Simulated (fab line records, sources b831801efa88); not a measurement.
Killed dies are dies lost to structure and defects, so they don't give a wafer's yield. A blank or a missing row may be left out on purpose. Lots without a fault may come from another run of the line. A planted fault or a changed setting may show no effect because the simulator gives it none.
Which tool did it? | flow sky130 | 6 lots, 18 wafers sampled, at 1 step of a route of 708

WHAT THE GAUGES READ, wafer by wafer
SKY_VIA4_BOW_MEAS_03.
lot  | measured     | on            | VIA4_BOW (um)
L210 | day 44 00:22 | film_metro-04 | 73 83 85
L212 | day 44 03:26 | film_metro-04 | 77 88 69
L222 | day 46 21:24 | film_metro-03 | 81 85 88
L225 | day 47 15:41 | film_metro-01 | 84 87 84
L228 | day 48 02:13 | film_metro-04 | 81 81 78
L230 | day 48 11:30 | film_metro-03 | 77 89 88

WHICH TOOL RAN EACH LOT (tool, then ch and the chambers of the sampled wafers, then the start)
The record holds no process step before these readings.

THE ANSWER, worked out from the rows above alone
Rule: what is usual is taken from the lots themselves. Put in order of their means at a reading, lots are off if they are a third of the lots or fewer, leave a main group of 4 or more, and stand apart from it by a gap of 3 or more times the standard deviation of the main group's means; of several such gaps the widest counts. A main group whose means are all the same, to the digits that the tables above print for the reading, isn't used. A lot without any number at a reading at which 4 lots or more have one is off too. The other lots that the step has rows for count as sound.
No lot is off at any reading shown: from this, nothing can be told.

WHAT THE SIMULATOR HAD PUT IN
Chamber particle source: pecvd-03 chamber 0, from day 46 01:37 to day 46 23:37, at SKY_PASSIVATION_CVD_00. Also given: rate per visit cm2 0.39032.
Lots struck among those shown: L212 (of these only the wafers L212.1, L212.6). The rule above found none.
